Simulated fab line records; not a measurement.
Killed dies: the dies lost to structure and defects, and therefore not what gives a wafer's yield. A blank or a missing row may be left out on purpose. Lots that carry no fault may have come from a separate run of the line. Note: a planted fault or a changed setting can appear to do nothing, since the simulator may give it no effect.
Chamber matching ; flow sky130 ; SKY_LI_CONTACT_CMP_24 on cmp-01: 4 sister chambers
The step polishes, stops on PSG, t overpolish 20 s, target thk 0 nm. 8 wafers are shown with their chamber, then 7 later ones without.

## WAFERS, EACH WITH ITS CHAMBER
wafer;chamber;motor-current-A (A);time-to-endpoint-s (s)
L166.2;3;10.0;97
L166.6;1;11.3;102
L169.4;3;11.0;101
L169.5;2;11.2;98
L171.1;1;11.8;100
L171.5;0;11.1;102
L173.1;2;11.4;91
L173.2;0;10.9;96

## WAFERS MISSING THEIR CHAMBER
wafer;motor-current-A (A);time-to-endpoint-s (s)
L173.5;11.7;91
L180.1;10.6;99
L180.5;10.5;93
L180.6;10.5;99
L186.1;11.0;96
L186.3;10.3;102
L186.4;11.3;103

## EACH ONE'S CHAMBER
wafer;from the rows above;in truth
L173.5;can't be placed: 2 or 1 or 0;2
L180.1;can't be placed: 3 or 0 or 2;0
L180.5;can't be placed: 3 or 2 or 0 or 1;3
L180.6;can't be placed: 3 or 0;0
L186.1;can't be placed: 0 or 2 or 3 or 1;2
L186.3;can't be placed: 3 or 0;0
L186.4;can't be placed: 1 or 0 or 3 or 2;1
Correctly placed: 0 of 7. From these rows, 7 cannot be placed; in 7 the true chamber is one of the candidates. Wrongly placed: 0.
How it was worked out, from the rows above alone: a wafer's distance from a chamber is the root of the sum, over the readings, of the square of ((its reading less the chamber's mean) divided by the reading's scatter). If the next closest chamber is less than 2 further off than the closest, the wafer can't be placed; otherwise it belongs to the closest. A chamber's mean is the mean of its shown wafers. The scatter is the square root of a quotient: the sum, over the shown wafers, of each reading's squared deviation from its chamber's mean, divided by wafers minus chambers.
